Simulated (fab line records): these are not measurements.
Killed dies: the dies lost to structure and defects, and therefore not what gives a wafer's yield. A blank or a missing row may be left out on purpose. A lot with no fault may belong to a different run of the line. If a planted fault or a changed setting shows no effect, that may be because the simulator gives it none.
Code-filled problem report in 8D (eight disciplines) form -- flow gf180mcu -- the parts of the form that need people (team, actions taken, sign-off) are left out

== 1. THE ISSUE ==
head-pressure-psi at GF_CONTACT_CMP_27 reads a mean of 4.121 psi on 9 wafers of 3 lots; wafers without a fault read 3.501 psi with a standard deviation of 0.0073. That is +85 standard deviations from the usual mean.
The step: polishes, stops on SiO2, t overpolish 15 s, target thk 0 nm.
First seen on wafer L291.2, day 21 12:39, on cmp-02. The record has a number at this step for 39 wafers belonging to 13 lots. Rule for "out", or "out of limits": more than 4 standard deviations from the usual mean. The rest of the wafers with a number are treated as sound.

== 2. WHAT IT IS; WHAT IT IS NOT ==
question,is,is not
which readings at this step,head-pressure-psi,"overpolish-run-s, slurry-filter-dp-kPa, slurry-flow-ml-min"
which lots,"L291, L292, L293","L276, L278, L281, L282, L285, L286, L287, L288, L289, L297"
which wafers of those lots,all that have a number,-
read on which tools,cmp-02,cmp-01
when,from day 21 12:39,up to then (27 sound wafers); but 3 sound wafers of L297 came after

== 3. WHAT RULES OUT EACH SUSPECT ==
Counting: a tool at any process step up to the reading remains a suspect when it ran all the lots that are out and ran no sound lot after the first of those.
- cmp-02 at GF_CONTACT_CMP_27 (polishes, stops on SiO2, t overpolish 15 s, target thk 0 nm): kept. It ran every lot that is out, first L291 (day 21 12:39), and no sound lot after that; its last sound lot up to then is L289 (day 21 02:23). Its own readings are out on those wafers: head-pressure-psi.
The count leaves cmp-02 at GF_CONTACT_CMP_27.

== 4. THE CAUSE (what the simulator had put in) ==
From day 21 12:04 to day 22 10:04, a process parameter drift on cmp-02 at GF_CONTACT_CMP_27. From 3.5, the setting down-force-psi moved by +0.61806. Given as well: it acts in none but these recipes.
This tool alone remained once counting was done.

== 5. THE CHAIN OF EFFECTS, in route order ==
Each row: a reading whose mean over the struck wafers that have a number lies more than 3 standard deviations from the usual. Only readings for which the record gives a usual standard deviation are gone through. hours: the time from each lot's start at the first step in this table that gives one to its start at this step, as a median over the lots. sigmas: the change in usual standard deviations.
hours,step,reading,usual,on struck wafers,change,sigmas
0,GF_CONTACT_CMP_27,head-pressure-psi,3.501 psi,4.121,+0.620,+85
Here are the process steps it includes:
- GF_CONTACT_CMP_27: polishes, stops on SiO2, t overpolish 15 s, target thk 0 nm.

== 6. WHAT WOULD HAVE CAUGHT IT SOONER ==
In this record the first reading out of limits was taken at day 21 12:39, 1 hour after the fault began at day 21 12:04.
